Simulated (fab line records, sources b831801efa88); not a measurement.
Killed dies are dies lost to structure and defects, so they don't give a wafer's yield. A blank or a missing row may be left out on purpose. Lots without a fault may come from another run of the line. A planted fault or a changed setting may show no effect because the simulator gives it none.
A struck lot beside a sound one | flow sfq_line | 14 steps out of a route of 325
Sound: wafers L907.1, L907.5, L907.6. Struck: wafer L900.6. (L900.2, L900.4 of the same lot were not struck and are left out.) The cause comes at the end.
At each step with rows: each side's tool, then ch and its chambers, then its first start. Under that, the readings that differ: sound wafers | struck wafers | difference of the means | sigmas: that difference in standard deviations of wafers without a fault.
alike: readings whose means differ by less than 2 such deviations, and words and numbers that are the same on both sides. not compared: withheld readings, readings that some wafer has no value for, bounds like >300 that may hide the same value, and numbers for which the record gives no deviation and whose values overlap.
The two part at a step that has a row with sigmas, a row that says differs or no value, or rows on one side only. Numbers that don't overlap but have no deviation are shown without sigmas and don't part them. A reading that every wafer of one side lacks parts them only if that side has two wafers or more.

SFQ_TRILAYER_JJ_CE_ETCH_RIE_118: chemistry SF6, target Nb, stops on Al2O3, time 97.7 s, target depth 170 nm.
  sound on rie_metal-02 ch 0,1, day 68 15:01; struck on rie_metal-02 ch 0, day 63 11:37
  reading               | sound             | struck | difference | sigmas
  oes_product_au (a.u.) | 0.980 0.995 0.991 | 1.008  | +0.019     | +2
  alike: drypump_motor_current_A
  not compared: rf_hours_counter_h
then, 1 step without rows for these wafers: SFQ_TRILAYER_JJ_ANODIZE_ANODIZE_119.
SFQ_TRILAYER_JJ_CE_STRIP_STRIP_120: strips in O2.
  sound on rie_metal-02 ch 0,1, day 68 15:37; struck on rie_metal-03 ch 0, day 63 12:14
  alike: drypump_motor_current_A, oes_product_au
  not compared: rf_hours_counter_h
then, 7 steps without rows for these wafers: SFQ_TRILAYER_JJ_CE_STRIP_SOLV_CLEAN_121 (cleans in NMP, time 600 s); SFQ_TRILAYER_M5_LITHO_COAT_128 (resist thk 62 nm); SFQ_TRILAYER_M5_LITHO_COAT_123 (resist thk 600 nm); SFQ_TRILAYER_M5_LITHO_SOFTBAKE_127; SFQ_TRILAYER_M5_LITHO_EXPOSE_124 (exposes mask M5, target cd 700 nm); SFQ_TRILAYER_M5_LITHO_PEB_126 (peb time 60 s); SFQ_TRILAYER_M5_LITHO_DEVELOP_125 (time 60 s).
-- the record jumps here: 4 days lie between the struck wafers' starts before and after --
SFQ_M5_OVL_MEAS_932:
  sound on overlay-02, day 73 06:09; struck on overlay-02, day 67 20:20
  alike: M5_OVL
SFQ_TRILAYER_M5_BARC_OPEN_METAL_ETCH_161: etches BARC in O2, target depth 125 nm, time 41.7 s.
  sound on rie_metal-01 ch 0,1, day 73 06:11; struck on rie_metal-04 ch 0, day 67 20:22
  alike: drypump_motor_current_A, oes_product_au, run_length_s
  not compared: rf_hours_counter_h
SFQ_TRILAYER_M5_ETCH_METAL_ETCH_126: etches Nb in Cl2/BCl3, stops on SiO2, time 203.2 s, target depth 265 nm.
  sound on rie_metal-01 ch 0,1, day 73 06:15; struck on rie_metal-04 ch 0, day 67 20:25
  reading                                             | sound                | struck | difference | sigmas
  oes_product_au (a.u.)                               | 0.732 0.723 0.733    | 0.904  | +0.175     | +30
  run_length_s (s)                                    | 231.28 231.78 231.31 | 191.34 | -40.12     | -99 or more
  model.KrF_of_TRILAYER_M5_LITHO_COAT_123.thk_nm (nm) | 368.7 370 369.4      | 401.4  | +32.0      |
  model.SiO2_of_TRILAYER_I4_DEP_PECVD_099.thk_nm (nm) | 180.9 178.3 180      | 181    | +1         |
  model.M5.feature_depth_nm (nm)                      | 160.1 160.9 161.9    | 159.1  | -1.9       |
  alike: drypump_motor_current_A
  not compared: rf_hours_counter_h
SFQ_TRILAYER_M5_STRIP_STRIP_127: strips in O2.
  sound on rie_metal-01 ch 0,1, day 73 06:26; struck on rie_metal-04 ch 0, day 67 20:37
  alike: drypump_motor_current_A, oes_product_au
  not compared: rf_hours_counter_h

WHERE THEY PART
First at SFQ_TRILAYER_JJ_CE_ETCH_RIE_118; last, within this record, at SFQ_TRILAYER_M5_ETCH_METAL_ETCH_126. Later steps at which nothing parts them and some readings are alike: SFQ_TRILAYER_M5_STRIP_STRIP_127.

WHY: what the simulator had put in
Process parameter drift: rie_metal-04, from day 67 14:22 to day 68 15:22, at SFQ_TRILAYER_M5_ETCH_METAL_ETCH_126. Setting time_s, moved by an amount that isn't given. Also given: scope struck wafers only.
